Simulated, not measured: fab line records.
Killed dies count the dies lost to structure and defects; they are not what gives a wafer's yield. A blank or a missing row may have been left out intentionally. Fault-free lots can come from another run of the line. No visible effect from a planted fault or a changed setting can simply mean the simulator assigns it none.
fab line records	flow sky130
record lots=13	wafers=39	lastDay=50
route steps=708 shown POLY_CUT@315 RES_XHIGH@334 LI_CONTACT@374 PAD_OPEN@708
lots that met no fault: taken from a fault-free run of the same line
startH: the number of hours between the record's first day and the start of the first shown wafer of the lot	waitH: hours from the lot's prior step to this one	" the same as in the row above	L1.1+2: a row that stands for several wafers	- no value, or no start given	* or withheld: withheld	< > ~ a bound
route shown NAME@n: NAME is a module with steps in the file, n the number in the route of the first one	usual: mean and standard deviation over wafers with no fault	same: alike in all rows	chamber/n: place in a boat	sites: the reading at each site	_std_site: standard deviation of those values	_edge_site: outer sites' mean less inner sites'	radiusMm: for every site, how far away it sits from the centre of the wafer	mask NAME#n: copy n	behind: tool/chamber where the wafer was last shaped	hold: what put the lot on hold/how long, in hours/how the hold closed	device: transistor that didn't switch, given as n, p or np	end of line: at the end of the route, the tests of the same wafers	step lacking rows: just its recipe	killed: at the first sort, the dies lost to defects and structure; wafer yield is something else	map: dies across one wafer; x = killed, . = not, _ = none there
set.NAME: the setting the step ran with; set.NAME@STEP: the setting that earlier step ran with	model.NAME: the simulator's own value behind a step, which no gauge read
the route's steps for a sample of lots (tables are steps, rows are wafers)
services: the hour from which a tool's chamber was out of use, counted from the record's first day as startH (under 0 if before that day), plus the number of hours and why
## steps
# step SKY_POLY_CUT_CD_MEAS_08
# recipe targetCdNm=270
# usual cdNm=269.8/1.5
lot.wafer	tool	chamber	startH	waitH	cdNm
L304.2	cdSem-02	-	557.46	-	268.2
L304.3	"	-	"	"	269.6
L304.5	"	-	"	"	268.3
L306.1	cdSem-01	-	579.74	-	270.4
L306.2	"	-	"	"	269.3
L306.3	"	-	"	"	270.0
L309.2	cdSem-02	-	604.04	-	271.2
L309.3	"	-	"	"	269.0
L309.4	"	-	"	"	269.3
L311.1	cdSem-02	-	618.83	-	271.1
L311.2	"	-	"	"	270.1
L311.5	"	-	"	"	270.4
L312.1	cdSem-02	-	623.67	-	268.2
L312.2	"	-	"	"	268.9
L312.4	"	-	"	"	269.3
L313.1	cdSem-02	-	640.44	-	270.3
L313.3	"	-	"	"	270.5
L313.5	"	-	"	"	268.9
L316.3	cdSem-02	-	659.78	-	267.4
L316.5	"	-	"	"	267.8
L316.6	"	-	"	"	266.9
L317.1	cdSem-01	-	672.83	-	269.8
L317.4	"	-	"	"	269.8
L317.6	"	-	"	"	270.6
L318.2	cdSem-01	-	675.39	-	268.4
L318.4	"	-	"	"	270.6
L318.6	"	-	"	"	269.6
L321.1	cdSem-02	-	700.99	-	271.9
L321.3	"	-	"	"	272.0
L321.4	"	-	"	"	271.1
L322.2	cdSem-01	-	707.14	-	271.3
L322.3	"	-	"	"	270.0
L322.4	"	-	"	"	269.5
L323.2	cdSem-01	-	720.85	-	266.9
L323.3	"	-	"	"	266.9
L323.5	"	-	"	"	266.6
L326.1	cdSem-01	-	746.48	-	271.5
L326.4	"	-	"	"	270.4
L326.6	"	-	"	"	271.8
# step SKY_RES_XHIGH_COAT_02
# recipe resist=NOVOLAK	spinRpm=3000	resistThkNm=1140
# usual dispensePressureKPa=51.6/3
lot.wafer	tool	chamber	startH	waitH	dispensePressureKPa
L304.2	lithoTrack-01	0	602.00	0.1	50.7
L304.3	"	0	"	"	50.7
L304.5	"	0	"	"	50.8
L306.1	lithoTrack-01	0	623.33	0.1	50.8
L306.2	"	0	"	"	50.7
L306.3	"	0	"	"	50.8
L309.2	lithoTrack-03	0	647.31	0.1	48.9
L309.3	"	0	"	"	48.8
L309.4	"	0	"	"	48.8
L311.1	lithoTrack-03	0	662.68	0.1	48.9
L311.2	"	0	"	"	48.9
L311.5	"	0	"	"	48.8
L312.1	lithoTrack-03	0	668.08	0.1	48.8
L312.2	"	0	"	"	48.8
L312.4	"	0	"	"	48.9
L313.1	lithoTrack-02	0	683.54	0.1	56.0
L313.3	"	0	"	"	56.1
L313.5	"	0	"	"	56.0
L316.3	lithoTrack-01	0	701.23	0.1	50.8
L316.5	"	0	"	"	50.7
L316.6	"	0	"	"	50.8
L317.1	lithoTrack-01	0	714.68	0.1	50.8
L317.4	"	0	"	"	50.7
L317.6	"	0	"	"	50.7
L318.2	lithoTrack-01	0	717.20	0.1	50.8
L318.4	"	0	"	"	50.7
L318.6	"	0	"	"	50.7
L321.1	lithoTrack-02	0	742.29	0.1	56.1
L321.3	"	0	"	"	56.0
L321.4	"	0	"	"	56.1
L322.2	lithoTrack-02	0	749.87	0.1	56.1
L322.3	"	0	"	"	56.1
L322.4	"	0	"	"	56.0
L323.2	lithoTrack-03	0	762.06	0.1	48.8
L323.3	"	0	"	"	48.9
L323.5	"	0	"	"	48.8
L326.1	lithoTrack-02	0	786.29	0.1	56.0
L326.4	"	0	"	"	56.1
L326.6	"	0	"	"	56.1
# step SKY_RES_XHIGH_STRIP_08
# recipe chemistry=O2/N2	powerW=1400	pressureMtorr=1500	platenTempC=withheld	o2FlowSccm=3000	n2FlowSccm=300	overashFraction=0.5
# usual drypumpMotorCurrentA=5.5/0.33	oesProductAu=0.711/0.0046	stripTimeToEndpointS=14.27/0.037
lot.wafer	tool	chamber	startH	waitH	drypumpMotorCurrentA	oesProductAu	rfHoursCounterH	stripTimeToEndpointS
L304.2	plasmaAsher-02	0	616.43	0.1	5.6	0.708	50	14.27
L304.3	"	1	"	"	5.6	0.719	-	14.30
L304.5	"	1	"	"	5.6	0.719	-	14.26
L306.1	plasmaAsher-03	0	638.48	0.1	5.5	0.708	19	14.25
L306.2	"	1	"	"	5.9	0.720	19	14.25
L306.3	"	0	"	"	5.5	0.710	-	14.25
L309.2	plasmaAsher-02	1	661.93	0.1	5.6	0.708	54	14.26
L309.3	"	0	"	"	5.7	0.712	-	14.25
L309.4	"	1	"	"	5.6	0.709	-	14.25
L311.1	plasmaAsher-04	1	676.98	0.1	4.9	0.714	88	14.26
L311.2	"	0	"	"	5.5	0.710	88	14.19
L311.5	"	1	"	"	4.9	0.711	-	14.24
L312.1	plasmaAsher-04	0	682.13	0.1	5.5	0.710	88	14.32
L312.2	"	1	"	"	4.9	0.711	88	14.32
L312.4	"	0	"	"	5.5	0.708	-	14.29
L313.1	plasmaAsher-03	0	698.32	0.1	5.5	0.710	24	14.24
L313.3	"	1	"	"	5.9	0.715	-	14.26
L313.5	"	1	"	"	5.9	0.715	-	14.30
L316.3	plasmaAsher-03	1	715.46	0.1	5.9	0.710	-	14.23
L316.5	"	0	"	"	5.5	0.703	-	14.23
L316.6	"	1	"	"	5.9	0.712	-	14.27
L317.1	plasmaAsher-04	1	728.44	0.1	4.8	0.580	94	8.41
L317.4	"	0	"	"	5.4	0.574	-	8.40
L317.6	"	1	"	"	4.9	0.574	-	8.41
L318.2	plasmaAsher-02	1	730.78	0.1	5.6	0.576	62	8.47
L318.4	"	1	"	"	5.6	0.573	-	8.46
L318.6	"	1	"	"	5.6	0.581	-	8.45
L321.1	plasmaAsher-03	1	755.83	0.1	5.9	0.711	29	14.28
L321.3	"	1	"	"	5.9	0.716	-	14.31
L321.4	"	0	"	"	5.5	0.713	-	14.30
L322.2	plasmaAsher-02	0	762.78	0.1	5.7	0.710	66	14.24
L322.3	"	1	"	"	5.6	0.706	-	14.21
L322.4	"	0	"	"	5.7	0.722	-	14.20
L323.2	plasmaAsher-02	0	776.33	0.1	5.7	0.710	67	14.23
L323.3	"	1	"	"	5.6	0.718	-	14.30
L323.5	"	1	"	"	5.6	0.708	-	14.21
L326.1	plasmaAsher-04	0	799.63	0.1	5.4	0.719	101	14.30
L326.4	"	1	"	"	4.9	0.716	-	14.30
L326.6	"	0	"	"	5.4	0.711	-	14.31
# step SKY_SD_N_RS_MEAS_18
# recipe thkMeasGauge=four-point-probe
# usual RES_XHIGH_RS=333.5/1.3
lot.wafer	tool	chamber	startH	waitH	RES_XHIGH_RS[ohm/sq]
L304.2	filmMetro-02	-	646.63	0.1	331.5
L304.3	"	-	"	"	331.7
L304.5	"	-	"	"	332.7
L306.1	filmMetro-03	-	668.21	0.1	332.7
L306.2	"	-	"	"	332.4
L306.3	"	-	"	"	332.5
L309.2	filmMetro-03	-	691.49	0.1	334.8
L309.3	"	-	"	"	334.9
L309.4	"	-	"	"	335.2
L311.1	filmMetro-02	-	705.26	0.1	334.1
L311.2	"	-	"	"	337.1
L311.5	"	-	"	"	335.7
L312.1	filmMetro-02	-	710.46	0.1	333.8
L312.2	"	-	"	"	332.9
L312.4	"	-	"	"	333.0
L313.1	filmMetro-02	-	727.29	0.1	333.8
L313.3	"	-	"	"	334.3
L313.5	"	-	"	"	334.7
L316.3	filmMetro-01	-	743.38	0.1	335.2
L316.5	"	-	"	"	334.7
L316.6	"	-	"	"	334.6
L317.1	filmMetro-01	-	756.96	0.1	332.6
L317.4	"	-	"	"	334.3
L317.6	"	-	"	"	333.9
L318.2	filmMetro-02	-	759.43	0.1	334.1
L318.4	"	-	"	"	331.6
L318.6	"	-	"	"	333.4
L321.1	filmMetro-01	-	783.55	0.1	335.8
L321.3	"	-	"	"	334.8
L321.4	"	-	"	"	334.4
L322.2	filmMetro-01	-	790.74	0.1	329.8
L322.3	"	-	"	"	331.1
L322.4	"	-	"	"	331.5
L323.2	filmMetro-03	-	803.69	0.1	332.6
L323.3	"	-	"	"	332.9
L323.5	"	-	"	"	331.3
L326.1	filmMetro-03	-	827.26	0.1	333.3
L326.4	"	-	"	"	333.0
L326.6	"	-	"	"	333.1
# step SKY_LI_CONTACT_CD_MEAS_12
# recipe targetCdNm=170
# usual cdNm=170.0/1.6
lot.wafer	tool	chamber	startH	waitH	cdNm
L304.2	cdSem-01	-	676.04	-	173.7
L304.3	"	-	"	"	171.1
L304.5	"	-	"	"	172.7
L306.1	cdSem-01	-	696.42	-	169.2
L306.2	"	-	"	"	168.7
L306.3	"	-	"	"	168.4
L309.2	cdSem-01	-	719.89	-	169.9
L309.3	"	-	"	"	168.5
L309.4	"	-	"	"	169.9
L311.1	cdSem-02	-	733.44	-	170.6
L311.2	"	-	"	"	169.2
L311.5	"	-	"	"	170.4
L312.1	cdSem-02	-	739.23	-	168.1
L312.2	"	-	"	"	169.7
L312.4	"	-	"	"	168.4
L313.1	cdSem-01	-	754.89	-	170.0
L313.3	"	-	"	"	169.9
L313.5	"	-	"	"	169.0
L316.3	cdSem-01	-	771.18	-	169.7
L316.5	"	-	"	"	168.9
L316.6	"	-	"	"	169.2
L317.1	cdSem-02	-	784.84	-	170.4
L317.4	"	-	"	"	169.4
L317.6	"	-	"	"	168.9
L318.2	cdSem-01	-	787.01	-	172.2
L318.4	"	-	"	"	173.2
L318.6	"	-	"	"	172.7
L321.1	cdSem-01	-	810.88	-	167.3
L321.3	"	-	"	"	168.2
L321.4	"	-	"	"	168.7
L322.2	cdSem-01	-	818.41	-	168.7
L322.3	"	-	"	"	168.0
L322.4	"	-	"	"	168.5
L323.2	cdSem-02	-	831.04	-	167.9
L323.3	"	-	"	"	169.4
L323.5	"	-	"	"	169.0
L326.1	cdSem-02	-	854.24	-	169.8
L326.4	"	-	"	"	171.3
L326.6	"	-	"	"	171.8
# step SKY_PAD_OPEN_PROBE_99
# usual killed_at_M0_to_M3=44/7.2	killed_at_M4_up=3.0/1.9	killedAtContacts=25/4.8	killedAtFrontEnd=16/4.2	killedAtOther=0.2/0.44	killedDies=88/9.3	killedOnRim=17/3.6	killedOpen=48/7.1	killedShort=40/6.5
# same grossDies=492	killedAtBackSide=0
lot.wafer	tool	chamber	startH	waitH	killed_at_M0_to_M3	killed_at_M4_up	killedAtContacts	killedAtFrontEnd	killedAtOther	killedDies	killedOnRim	killedOpen	killedShort
L304.2	prober-01	-	1076.16	0.1	51	1	19	10	0	81	18	45	36
L304.3	prober-01	-	1076.21	0.2	55	1	25	13	0	94	17	47	47
L304.5	prober-01	-	1076.31	0.2	46	3	21	16	0	86	19	41	45
L306.1	prober-01	-	1086.66	0.1	29	6	28	21	1	85	12	44	41
L306.2	prober-01	-	1086.71	0.1	44	3	29	19	0	95	16	56	39
L306.3	prober-01	-	1086.76	0.2	41	4	21	14	1	81	14	42	39
L312.1	prober-01	-	1122.01	0.1	36	3	27	14	0	80	16	46	34
L312.2	prober-01	-	1122.06	0.1	46	1	28	11	0	86	14	38	48
L312.4	prober-01	-	1122.16	0.2	46	3	24	13	0	86	16	50	36
L313.1	prober-02	-	1133.49	0.1	41	6	32	6	1	86	17	47	39
L313.3	prober-02	-	1133.59	0.2	43	2	22	9	0	76	14	35	41
L313.5	prober-02	-	1133.69	0.2	45	2	35	13	0	95	19	57	38
L316.3	prober-01	-	1144.08	0.2	41	2	25	19	0	87	15	40	47
L316.5	prober-01	-	1144.18	0.2	43	2	20	11	0	76	17	43	33
L316.6	prober-01	-	1144.23	0.2	38	5	26	18	1	88	17	45	43
L317.1	prober-02	-	1153.49	0.1	53	3	13	16	0	85	17	45	40
L317.4	prober-02	-	1153.64	0.2	42	3	30	23	1	99	22	51	48
L317.6	prober-02	-	1153.74	0.2	39	2	22	23	1	87	9	44	43
L321.1	prober-02	-	1170.00	0.1	37	3	28	12	0	80	19	39	41
L321.3	prober-02	-	1170.10	0.2	42	2	30	18	1	93	23	52	41
L321.4	prober-02	-	1170.15	0.2	47	5	29	16	0	97	13	47	50
# killed by level:class
L304.2 VIA1:geometricParticle:open=14 VIA3:geometricParticle:open=7 METAL1:geometricParticle:short=7 VIA1:geometricParticle:short=7 VIA2:geometricParticle:open=6 CONTACT:geometricParticle:open=6 LI_CONTACT:geometricParticle:open=5 CONTACT:geometricParticle:short=5
L304.3 VIA1:geometricParticle:open=15 VIA1:geometricParticle:short=10 CONTACT:geometricParticle:open=9 METAL1:geometricParticle:short=8 VIA3:geometricParticle:open=8 FIELD_ISO:geometricParticle:short=5 LI_CONTACT:geometricParticle:open=4 LI_CONTACT:geometricParticle:short=4
L304.5 VIA1:geometricParticle:open=15 CONTACT:geometricParticle:open=6 METAL2:geometricParticle:short=6 POLY_GATE:geometricParticle:short=5 LI_CONTACT:geometricParticle:open=5 METAL1:geometricParticle:short=5 CONTACT:geometricParticle:short=4 VIA1:geometricParticle:short=4
L306.1 LI_CONTACT:geometricParticle:open=12 CONTACT:geometricParticle:open=9 FIELD_ISO:geometricParticle:open=8 POLY_GATE:geometricParticle:short=7 VIA2:geometricParticle:short=6 METAL2:geometricParticle:short=5 METAL4:geometricParticle:short=5 POLY_GATE:geometricParticle:open=3
L306.2 CONTACT:geometricParticle:open=9 VIA2:geometricParticle:open=9 VIA3:geometricParticle:open=9 POLY_GATE:geometricParticle:open=7 FIELD_ISO:geometricParticle:open=6 LI_CONTACT:geometricParticle:open=6 CONTACT:geometricParticle:short=5 METAL2:geometricParticle:short=5
L306.3 CONTACT:geometricParticle:open=9 VIA1:geometricParticle:open=9 VIA1:geometricParticle:short=8 FIELD_ISO:geometricParticle:short=7 CONTACT:geometricParticle:short=7 VIA3:geometricParticle:open=7 VIA2:geometricParticle:open=5 LI_CONTACT:geometricParticle:open=4
L312.1 VIA1:geometricParticle:open=14 CONTACT:geometricParticle:open=11 CONTACT:geometricParticle:short=7 FIELD_ISO:geometricParticle:open=5 LI_CONTACT:geometricParticle:open=5 VIA3:geometricParticle:open=5 METAL2:geometricParticle:short=4 LI_CONTACT:geometricParticle:short=3
L312.2 VIA1:geometricParticle:open=9 VIA3:geometricParticle:open=9 LI_CONTACT:geometricParticle:short=6 CONTACT:geometricParticle:short=6 METAL1:geometricParticle:short=6 LOCAL_INTERCONNECT:geometricParticle:short=5 CONTACT:geometricParticle:open=5 VIA1:geometricParticle:short=5
L312.4 VIA3:geometricParticle:open=11 VIA1:geometricParticle:open=10 CONTACT:geometricParticle:open=9 CONTACT:geometricParticle:short=7 METAL2:geometricParticle:short=6 VIA2:geometricParticle:short=6 FIELD_ISO:geometricParticle:open=5 METAL2:geometricParticle:open=4
L313.1 CONTACT:geometricParticle:open=11 CONTACT:geometricParticle:short=9 VIA1:geometricParticle:open=8 VIA3:geometricParticle:open=8 VIA2:geometricParticle:open=7 LI_CONTACT:geometricParticle:open=6 LOCAL_INTERCONNECT:geometricParticle:short=4 METAL1:geometricParticle:short=4
L313.3 CONTACT:geometricParticle:open=9 VIA1:geometricParticle:open=9 METAL1:geometricParticle:short=7 LOCAL_INTERCONNECT:geometricParticle:short=5 VIA3:geometricParticle:short=4 VIA1:geometricParticle:short=4 METAL2:geometricParticle:short=4 VIA2:geometricParticle:open=4
L313.5 LI_CONTACT:geometricParticle:open=11 VIA3:geometricParticle:open=9 CONTACT:geometricParticle:open=9 VIA1:geometricParticle:open=9 LI_CONTACT:geometricParticle:short=6 METAL1:geometricParticle:short=6 METAL2:geometricParticle:short=6 VIA2:geometricParticle:open=6
L316.3 CONTACT:geometricParticle:open=12 FIELD_ISO:geometricParticle:short=8 VIA1:geometricParticle:open=8 METAL1:geometricParticle:short=6 VIA1:geometricParticle:short=5 LOCAL_INTERCONNECT:geometricParticle:short=5 POLY_GATE:geometricParticle:open=4 VIA3:geometricParticle:open=4
L316.5 CONTACT:geometricParticle:open=9 VIA2:geometricParticle:open=7 VIA3:geometricParticle:open=7 VIA1:geometricParticle:short=6 METAL2:geometricParticle:short=6 LI_CONTACT:geometricParticle:open=4 CONTACT:geometricParticle:short=4 VIA1:geometricParticle:open=4
L316.6 CONTACT:geometricParticle:open=8 LI_CONTACT:geometricParticle:open=8 VIA1:geometricParticle:open=8 LOCAL_INTERCONNECT:geometricParticle:short=7 FIELD_ISO:geometricParticle:short=6 METAL1:geometricParticle:short=6 VIA2:geometricParticle:open=5 VIA2:geometricParticle:short=4
L317.1 VIA3:geometricParticle:open=10 VIA1:geometricParticle:short=8 VIA1:geometricParticle:open=8 METAL1:geometricParticle:short=8 VIA2:geometricParticle:open=8 METAL2:geometricParticle:short=6 FIELD_ISO:geometricParticle:short=4 POLY_GATE:geometricParticle:short=4
L317.4 VIA1:geometricParticle:open=13 CONTACT:geometricParticle:open=12 POLY_GATE:geometricParticle:short=10 METAL1:geometricParticle:short=8 VIA2:geometricParticle:open=6 POLY_GATE:geometricParticle:open=5 LI_CONTACT:geometricParticle:open=5 CONTACT:geometricParticle:short=5
L317.6 VIA1:geometricParticle:open=10 POLY_GATE:geometricParticle:short=8 LI_CONTACT:geometricParticle:open=8 CONTACT:geometricParticle:open=7 METAL1:geometricParticle:short=6 VIA3:geometricParticle:open=6 METAL2:geometricParticle:short=6 POLY_GATE:geometricParticle:open=5
L321.1 CONTACT:geometricParticle:short=10 CONTACT:geometricParticle:open=9 VIA2:geometricParticle:open=8 VIA1:geometricParticle:open=5 LOCAL_INTERCONNECT:geometricParticle:short=5 METAL1:geometricParticle:short=5 FIELD_ISO:geometricParticle:open=4 VIA2:geometricParticle:short=4
L321.3 CONTACT:geometricParticle:open=16 VIA1:geometricParticle:open=9 VIA2:geometricParticle:short=7 POLY_GATE:geometricParticle:open=6 LI_CONTACT:geometricParticle:open=5 METAL3:geometricParticle:short=5 VIA2:geometricParticle:open=4 FIELD_ISO:geometricParticle:short=3
L321.4 VIA1:geometricParticle:open=9 CONTACT:geometricParticle:open=8 METAL2:geometricParticle:short=8 LI_CONTACT:geometricParticle:open=7 VIA2:geometricParticle:open=7 VIA1:geometricParticle:short=6 CONTACT:geometricParticle:short=6 FIELD_ISO:geometricParticle:short=5
## services
tool	chamber	startH	hours	kind
plasmaAsher-03	-	586.27	9.3	repair
plasmaAsher-04	-	624.06	4.9	repair
plasmaAsher-03	-	642.71	2.8	pm
plasmaAsher-03	-	646.87	0.6	repair
plasmaAsher-02	-	657.41	2.8	pm
plasmaAsher-04	-	731.74	2.8	pm
plasmaAsher-03	-	734.96	14.6	pm
plasmaAsher-04	-	767.82	5.9	pm
## key
firstSign step=SKY_RES_XHIGH_STRIP_08	reading=stripTimeToEndpointS	direction=down	sigmas=99+	usual=*	struck=*
effect step=SKY_RES_XHIGH_STRIP_08	reading=oesProductAu	direction=down	sigmas=29	usual=0.711	struck=0.576
metAt SKY_RES_XHIGH_COAT_02
struckLots L317,L318
testerLeftOut L317,L318
notActingAt SKY_POLY_CUT_CD_MEAS_08,SKY_SD_N_RS_MEAS_18,SKY_LI_CONTACT_CD_MEAS_12
onsetBetween 701.23 714.68
fault kind=processParameterDrift	tool=lithoTrack-01	chamber=-	onsetH=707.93	steps=SKY_RES_XHIGH_COAT_02	channel=resistThkNm	offset=-504.38	shape=step	endH=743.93	actsIn=theseRecipesOnly	stated=1140
# testerLeftOut: of these lots the tester's yield and bins aren't shown, on N5 and GAA mostly nor the transistor test; their killed dies are dies lost to structure and defects alone, not to doping, threshold or leakage, so they don't give the yield
